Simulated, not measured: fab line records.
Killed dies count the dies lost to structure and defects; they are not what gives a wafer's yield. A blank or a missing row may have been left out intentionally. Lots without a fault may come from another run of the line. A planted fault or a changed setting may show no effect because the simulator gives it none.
Struck lot and sound lot, side by side	flow sky130	43 steps out of a route of 708
Sound: these wafers, L949.1, L949.3, L949.4. Struck: wafers L953.2, L953.4. (L953.1 of the same lot was not struck and is left out.) The cause comes at the end.
Per side, at each step with rows, come the tool, then ch with its chambers, and then its first start. Under that, the readings that differ: sound wafers	struck wafers	difference of the means	sigmas: that difference in standard deviations of wafers without a fault.
alike: readings with means less than 2 such deviations apart, plus words and numbers identical on both sides. not compared: withheld readings, readings lacking a value on some wafer, bounds such as >300 that could conceal the same value, and numbers that have no deviation in the record and whose values overlap.
The two part at a step that has a row with sigmas, a row that says differs or no value, or rows on one side only. Numbers that don't overlap but have no deviation are shown without sigmas and don't part them. Lack of a reading on every wafer of one side parts them only where that side has two or more wafers.

first, 3 steps without rows for these wafers: SKY_VIA1_EXPOSE_09 (exposes mask VIM, target cd 150 nm); SKY_VIA1_PEB_10; SKY_VIA1_DEVELOP_11 (develop time 60 s).
SKY_VIA1_CD_MEAS_12: the cd target is 150 nm.
  struck on cd sem-02, day 36 16:14; sound on cd sem-02, day 35 15:41
  alike: cd nm
SKY_VIA1_OVL_MEAS_13:
  struck on overlay-01, day 36 16:22; sound on overlay-01, day 35 15:49
reading	sound	struck	difference	sigmas
VIA1_OVL (nm)	-5 -11 -4	14 16	+22	+4
SKY_VIA1_ETCH_14: etches BARC in N2/H2, stops on SiO2, time 45.9 s, target depth 60 nm.
  sound on rie diel-04 ch 0,1, day 35 15:51; struck on rie diel-03 ch 0,1, day 36 16:24
  alike: drypump motor current A, oes product au, rf fwd power W, throttle valve pct
  not compared: rf hours counter h
SKY_VIA1_ETCH_15: etches SiO2 in C4F8/O2/Ar, stops on TiN, target depth 351 nm, time 54 s.
  sound on rie diel-04 ch 0,1, day 35 15:53; struck on rie diel-03 ch 0,1, day 36 16:26
  alike: oes product au, rf fwd power W
  not compared: rf hours counter h
then, 5 steps without rows for these wafers: SKY_VIA1_STRIP_16 (strips in O2/N2); SKY_VIA1_STRIP_17 (strips in post etch residue remover, time 1200 s); SKY_VIA1_CLEAN_18 (cleans in IPA, time 180 s); SKY_VIA1_CLEAN_19 (cleans in O3/DIW); SKY_VIA1_SPUTTER_20 (material TiN, target thk 20 nm, time 80 s).
SKY_VIA1_CVD_21: deposits W, target thk 270 nm, time 80.902 s.
  sound on cvd w-01 ch 0, day 35 16:35; struck on cvd w-01 ch 1, day 36 17:10
  alike: heater power outer w, heater power w
SKY_VIA1_RS_MEAS_22: measurement is done with a four-point probe.
  struck on film metro-02, day 36 17:15; sound on film metro-02, day 35 16:47
  alike: VIA1_W_RS
SKY_VIA1_THK_MEAS_23: measures by xrf.
  struck on film metro-02, day 36 17:22; sound on film metro-02, day 35 16:54
  alike: VIA1_W_THK
then, 1 step without rows for these wafers: SKY_VIA1_CMP_24 (polishes, stops on SiO2, t overpolish 15 s, target thk 0 nm).
SKY_METAL2_SPUTTER_00: material Ti, target thk 15 nm, time 10 s.
  struck on pvd sputter-04, day 36 17:44; sound on pvd sputter-03, day 35 17:16
  alike: cathode dc power W, throttle valve pct
then, 3 steps without rows for these wafers: SKY_METAL2_SPUTTER_01 (material TiN, target thk 20 nm, time 16.7 s); SKY_METAL2_SPUTTER_02 (material AlCu, target thk 250 nm, time 13.3 s); SKY_METAL2_SPUTTER_03 (material Ti, target thk 5 nm, time 3.3 s).
SKY_METAL2_SPUTTER_04: material TiN, target thk 70 nm, time 58.3 s.
  struck on pvd sputter-04, day 36 17:49; sound on pvd sputter-03, day 35 17:21
  alike: cathode dc power W, throttle valve pct
SKY_METAL2_RS_MEAS_05: measurement is done with a four-point probe.
  struck on film metro-02, day 36 17:52; sound on film metro-03, day 35 17:24
  alike: METAL2_ALCU_RS
SKY_METAL2_THK_MEAS_06: measures by xrf.
  struck on film metro-02, day 36 17:59; sound on film metro-03, day 35 17:31
  alike: METAL2_ALCU_THK
then, 8 steps without rows for these wafers: SKY_METAL2_DEHYDRATE_07 (time 60 s); SKY_METAL2_HMDS_08 (prime time 60 s); SKY_METAL2_COAT_09 (resist thk 60 nm); SKY_METAL2_COAT_10 (resist thk 450 nm); SKY_METAL2_SOFTBAKE_11 (time 90 s); SKY_METAL2_EXPOSE_12 (exposes mask MM2, target cd 140 nm); SKY_METAL2_PEB_13; SKY_METAL2_DEVELOP_14 (develop time 60 s).
SKY_METAL2_CD_MEAS_15: the cd target is 140 nm.
  struck on cd sem-02, day 37 19:50; sound on cd sem-02, day 36 18:49
  alike: cd nm
SKY_METAL2_OVL_MEAS_16:
  struck on overlay-01, day 37 19:58; sound on overlay-01, day 36 18:56
  alike: METAL2_OVL
then, 1 step without rows for these wafers: SKY_METAL2_DESCUM_17 (chemistry O2, time 8 s).
SKY_METAL2_ETCH_18: etches BARC in N2/H2, stops on SiO2, time 45.9 s, target depth 60 nm.
  sound on rie metal-01 ch 0,1, day 36 19:00; struck on rie metal-02 ch 0, day 37 20:02
reading	sound	struck	difference	sigmas
drypump motor current A (A)	4.9 4.8 5.6	5.7 5.7	+0.6	+2
  alike: oes product au, rf fwd power W, throttle valve pct
  not compared: rf hours counter h
then, 6 steps without rows for these wafers: SKY_METAL2_METAL_ETCH_19 (etches the open film in Cl2/BCl3, stops on SiO2, target depth 360 nm, time 78 s); SKY_METAL2_STRIP_20 (strips in O2/N2); SKY_METAL2_STRIP_21 (strips in post etch residue remover, time 1200 s); SKY_METAL2_CLEAN_22 (cleans in IPA, time 180 s); SKY_METAL2_CLEAN_23 (cleans in O3/DIW); SKY_VIA2_HDPCVD_00 (deposits SiO2, target thk 1180 nm, time 196.7 s).
SKY_VIA2_THK_MEAS_01:
  struck on film metro-01, day 37 20:55; sound on film metro-02, day 36 19:53
  alike: VIA2_HDPCVD_THK
-- the record jumps here: 10 days lie between the struck wafers' starts before and after (it left off in module VIA2 and takes up again in module PAD_OPEN, whose first step shown is number 708 of the route) --
SKY_PAD_OPEN_PROBE_99:
  record: rows for the struck wafers here (prober-01, day 47 22:47), none for the sound ones

== WHERE THEY PART ==
Last at SKY_PAD_OPEN_PROBE_99 as far as this record goes, first at SKY_VIA1_OVL_MEAS_13.

WHY: what had been put in by the simulator
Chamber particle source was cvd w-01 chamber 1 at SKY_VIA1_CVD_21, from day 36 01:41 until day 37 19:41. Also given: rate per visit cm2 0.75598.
